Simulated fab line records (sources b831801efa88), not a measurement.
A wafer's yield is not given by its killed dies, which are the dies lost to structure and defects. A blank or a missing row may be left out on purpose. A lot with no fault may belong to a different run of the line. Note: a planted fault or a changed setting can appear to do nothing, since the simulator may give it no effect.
Struck lot and sound lot, side by side + flow sky130 + 43 out of 708 route steps
Sound: wafers L896.3, L896.4, L896.5. Struck: wafers L913.1, L913.3, L913.4. At the end, the cause is stated.
Per side, at each step with rows, come the tool, then ch with its chambers, and then its first start. Under that, the readings that differ: sound wafers + struck wafers + difference of the means + sigmas: that difference in standard deviations of wafers without a fault.
alike: readings whose means differ by less than 2 such deviations, and words and numbers that are the same on both sides. not compared: withheld readings, readings that some wafer has no value for, bounds like >300 that may hide the same value, and numbers for which the record gives no deviation and whose values overlap.
The two part at a step that has a row with sigmas, a row that says differs or no value, or rows on one side only. Non-overlapping numbers with no deviation appear without sigmas and do not part them. A reading missing from all wafers of one side parts the sides only when that side holds two or more wafers.

SKY_LDD_HVP_OVL_MEAS_07:
  sound on overlay-01, day 23 11:36; struck on overlay-02, day 28 18:02
  alike: LDD_HVP_OVL
then, 1 step without rows for these wafers: SKY_LDD_HVP_IMPLANT_08.
SKY_LDD_HVP_STRIP_09: strips in O2/N2.
  sound on plasmaAsher-03 ch 0,1, day 23 11:49; struck on plasmaAsher-03 ch 0,1, day 28 18:13
  alike: drypumpMotorCurrentA, oesProductAu, stripTimeToEndpointS
  not compared: rfHoursCounterH
SKY_LDD_HVP_TW_MEAS_10:
  sound on filmMetro-01, day 23 11:53; struck on filmMetro-01, day 28 18:19
  alike: LDD_HVP_TW
then, 7 steps without rows for these wafers: SKY_LDD_LDN_DEHYDRATE_00 (time 60 s); SKY_LDD_LDN_HMDS_01 (prime time 60 s); SKY_LDD_LDN_COAT_02 (resist thk 1140 nm); SKY_LDD_LDN_SOFTBAKE_03 (time 60 s); SKY_LDD_LDN_EXPOSE_04 (exposes mask LDNTM, target cd 700 nm); SKY_LDD_LDN_PEB_05; SKY_LDD_LDN_DEVELOP_06 (develop time 60 s).
SKY_LDD_LDN_OVL_MEAS_07:
  sound on overlay-01, day 24 17:07; struck on overlay-02, day 29 20:37
  alike: LDD_LDN_OVL
SKY_LDD_LDN_IMPLANT_08:
  sound on implanter-04 ch 0, day 24 17:11; struck on implanter-04 ch 0, day 29 20:39
  alike: doseIonsCm2
then, 3 steps without rows for these wafers: SKY_LDD_LDN_IMPLANT_09; SKY_LDD_LDN_IMPLANT_10; SKY_LDD_LDN_IMPLANT_11.
SKY_LDD_LDN_STRIP_12: strips in O2/N2.
  sound on plasmaAsher-03 ch 0,1, day 24 17:46; struck on plasmaAsher-04 ch 0,1, day 29 21:15
  alike: drypumpMotorCurrentA, oesProductAu, stripTimeToEndpointS
  not compared: rfHoursCounterH
SKY_LDD_LDN_TW_MEAS_13:
  sound on filmMetro-03, day 24 17:52; struck on filmMetro-03, day 29 21:21
  alike: LDD_LDN_TW
then, 2 steps without rows for these wafers: SKY_LDD_LDN_CLEAN_14 (cleans in SC1/SC2, time 150 s); SKY_SPACER_CVD_00 (deposits Si3N4 from DCS/NH3, target thk 43.1 nm, time 740 s).
SKY_SPACER_THK_MEAS_01:
  sound on filmMetro-04, day 24 20:04; struck on filmMetro-04, day 29 22:40
  alike: SPACER_CVD_00_THK
SKY_SPACER_ETCHBACK_02: etches Si3N4 in CH3F/O2, stops on SiO2, time 46.7 s, target depth 45 nm.
  sound on rieDiel-04 ch 1,2,3, day 24 20:06; struck on rieDiel-01 ch 0,2,3, day 29 22:44
  alike: O2_flow_sccm, drypumpMotorCurrentA, oesProductAu, throttleValvePct
  not compared: rfHoursCounterH
then, 8 steps without rows for these wafers: SKY_POLY_CUT_DEHYDRATE_00 (time 60 s); SKY_POLY_CUT_HMDS_01 (prime time 60 s); SKY_POLY_CUT_COAT_02 (resist thk 60 nm); SKY_POLY_CUT_COAT_03 (resist thk 450 nm); SKY_POLY_CUT_SOFTBAKE_04 (time 90 s); SKY_POLY_CUT_EXPOSE_05 (exposes mask NPCM, target cd 270 nm); SKY_POLY_CUT_PEB_06; SKY_POLY_CUT_DEVELOP_07 (develop time 60 s).
SKY_POLY_CUT_CD_MEAS_08: the cd target is 270 nm.
  sound on cdSem-02, day 26 01:02; struck on cdSem-02, day 31 01:58
| reading   | sound             | struck            | difference | sigmas |
|-----------|-------------------|-------------------|------------|--------|
| cdNm (nm) | 271.0 267.9 266.8 | 271.9 272.8 272.0 | +3.7       | +2     |
SKY_POLY_CUT_OVL_MEAS_09:
  sound on overlay-01, day 26 01:07; struck on overlay-02, day 31 02:05
  alike: POLY_CUT_OVL
then, 1 step without rows for these wafers: SKY_POLY_CUT_ETCH_10 (etches BARC in N2/H2, stops on SiO2, time 45.9 s, target depth 60 nm).
SKY_POLY_CUT_ETCH_11: etches Si3N4 in CF4/CH2F2/Ar, stops on poly-Si, time 42.5 s, target depth 60 nm.
  sound on rieDiel-02 ch 0,3, day 26 01:11; struck on rieDiel-01 ch 1,2,3, day 31 02:10
  alike: ch2f2FlowSccm, drypumpMotorCurrentA, oesProductAu, throttleValvePct
  not compared: rfHoursCounterH
SKY_POLY_CUT_STRIP_12: strips in O2/N2.
  sound on plasmaAsher-02 ch 0,1, day 26 01:16; struck on plasmaAsher-01 ch 0,1, day 31 02:12
| reading                  | sound       | struck      | difference | sigmas |
|--------------------------|-------------|-------------|------------|--------|
| drypumpMotorCurrentA (A) | 4.9 5.4 5.4 | 6.4 6.4 5.6 | +0.9       | +2     |
  alike: oesProductAu, stripTimeToEndpointS
  not compared: rfHoursCounterH
then, 7 steps without rows for these wafers: SKY_SD_P_DEHYDRATE_00 (time 60 s); SKY_SD_P_HMDS_01 (prime time 60 s); SKY_SD_P_COAT_02 (resist thk 1140 nm); SKY_SD_P_SOFTBAKE_03 (time 60 s); SKY_SD_P_EXPOSE_04 (exposes mask PSDM, target cd 380 nm); SKY_SD_P_PEB_05; SKY_SD_P_DEVELOP_06 (develop time 60 s).
-- the record jumps here: 19 days lie between the struck wafers' starts before and after (it left off in module SD_P and takes up again in module PAD_OPEN, whose first step shown is number 708 of the route) --
SKY_PAD_OPEN_PROBE_99:
  sound on prober-02, day 47 02:22; struck on prober-02, day 50 11:56
| reading                           | sound            | struck          | difference | sigmas |
|-----------------------------------|------------------|-----------------|------------|--------|
| model.etest.tipSonos.rsOhmSqRange | 50.73 32.8 32.97 | 160.5 165.8 155 | +121.6     |        |
  alike: killed_at_M0_to_M3, killed_at_M4_up, killedAtContacts, killedAtFrontEnd, killedAtOther, killedDies, killedOpen, killedShort

== WHERE THEY PART ==
First at SKY_POLY_CUT_CD_MEAS_08; last, within this record, at SKY_POLY_CUT_STRIP_12. Later steps at which nothing parts them and some readings are alike: SKY_PAD_OPEN_PROBE_99.

WHY: the cause the simulator had injected
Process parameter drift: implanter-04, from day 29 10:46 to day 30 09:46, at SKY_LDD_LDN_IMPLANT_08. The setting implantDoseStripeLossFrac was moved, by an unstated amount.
